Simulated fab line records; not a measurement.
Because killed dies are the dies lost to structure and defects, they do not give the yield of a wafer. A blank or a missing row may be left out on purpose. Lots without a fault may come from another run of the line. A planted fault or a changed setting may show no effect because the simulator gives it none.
The tool behind it: which one?	flow sky130	11 lots, 33 wafers sampled, at 3 steps of a route of 708

WHAT THE GAUGES SHOWED, per wafer
SKY_CONTACT_THK_MEAS_03.
lot	measured	on	CONTACT_HDPCVD_THK (nm)
L474	day 31 06:28	film-metro-03	562 569 567
L475	day 31 16:05	film-metro-02	574 572 575
L477	day 32 09:13	film-metro-02	573 575 574
L480	day 33 02:04	film-metro-02	564 567 568
L482	day 34 00:22	film-metro-02	572 571 568
L484	day 34 13:02	film-metro-04	555 564 560
L491	day 36 21:16	film-metro-04	565 570 478
L492	day 36 23:19	film-metro-03	566 562 563
L495	day 38 01:04	film-metro-04	560 564 560
L496	day 38 02:16	film-metro-04	561 566 566
L497	day 38 05:16	film-metro-04	565 571 565

EACH LOT AND THE TOOL THAT RAN IT (in order: tool; ch and the chambers of the sampled wafers; start)
lot	SKY_LI_CONTACT_SPUTTER_20	SKY_CONTACT_HDPCVD_02
L474	pvd-sputter-01, day 29 22:53	hdpcvd-02 ch 0,1, day 31 06:21
L475	pvd-sputter-01, day 30 09:27	hdpcvd-01 ch 0,2, day 31 16:01
L477	pvd-sputter-03, day 31 02:43	hdpcvd-02 ch 1,2, day 32 09:08
L480	pvd-sputter-02, day 31 20:29	hdpcvd-02 ch 1,2, day 33 01:58
L482	pvd-sputter-01, day 32 19:13	hdpcvd-01 ch 0,1,2, day 34 00:18
L484	pvd-sputter-02, day 33 07:11	hdpcvd-02 ch 0,2, day 34 12:58
L491	pvd-sputter-02, day 35 16:33	hdpcvd-01 ch 0,1,2, day 36 21:12
L492	pvd-sputter-02, day 35 18:37	hdpcvd-02 ch 0,1,2, day 36 23:13
L495	pvd-sputter-02, day 36 19:55	hdpcvd-02 ch 0,1, day 38 00:59
L496	pvd-sputter-01, day 36 21:27	hdpcvd-02 ch 0,1,2, day 38 02:11
L497	pvd-sputter-02, day 37 00:37	hdpcvd-02 ch 0,1,2, day 38 05:11
- SKY_LI_CONTACT_SPUTTER_20: material TiN, target thk 20 nm, time 80 s.
- SKY_CONTACT_HDPCVD_02: deposits SiO2, target thk 565 nm, time 94.2 s.

THE ANSWER, worked out from the rows above alone
Rule: usual is defined by the lots themselves. Put in order of their means at a reading, lots are off if they are a third of the lots or fewer, leave a main group of 4 or more, and stand apart from it by a gap of 3 or more times the standard deviation of the main group's means; of several such gaps the widest counts. If all means in a main group match to the digits the tables above print for the reading, that group is not used. Also off: a lot with no number at a reading for which 4 or more lots have one. All remaining lots with rows at the step are treated as sound.
Off: L491, at SKY_CONTACT_THK_MEAS_03 (CONTACT_HDPCVD_THK). The main group has a mean of 567 nm with a standard deviation of 4.6.
A tool fits if, at a process step before that reading, it ran every lot that is off, and no sound lot after the first of them. Gauges at SKY_CONTACT_THK_MEAS_03: tried the same way as those tools. One fits: SKY_CONTACT_HDPCVD_02 on hdpcvd-01. A fault onset in the window from L482 (day 34 00:18, its last sound lot) to L491 (day 36 21:12, its first lot off) fits.

WHAT THE SIMULATOR HAD PUT IN
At SKY_CONTACT_HDPCVD_02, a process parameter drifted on hdpcvd-01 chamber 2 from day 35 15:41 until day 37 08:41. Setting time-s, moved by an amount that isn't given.
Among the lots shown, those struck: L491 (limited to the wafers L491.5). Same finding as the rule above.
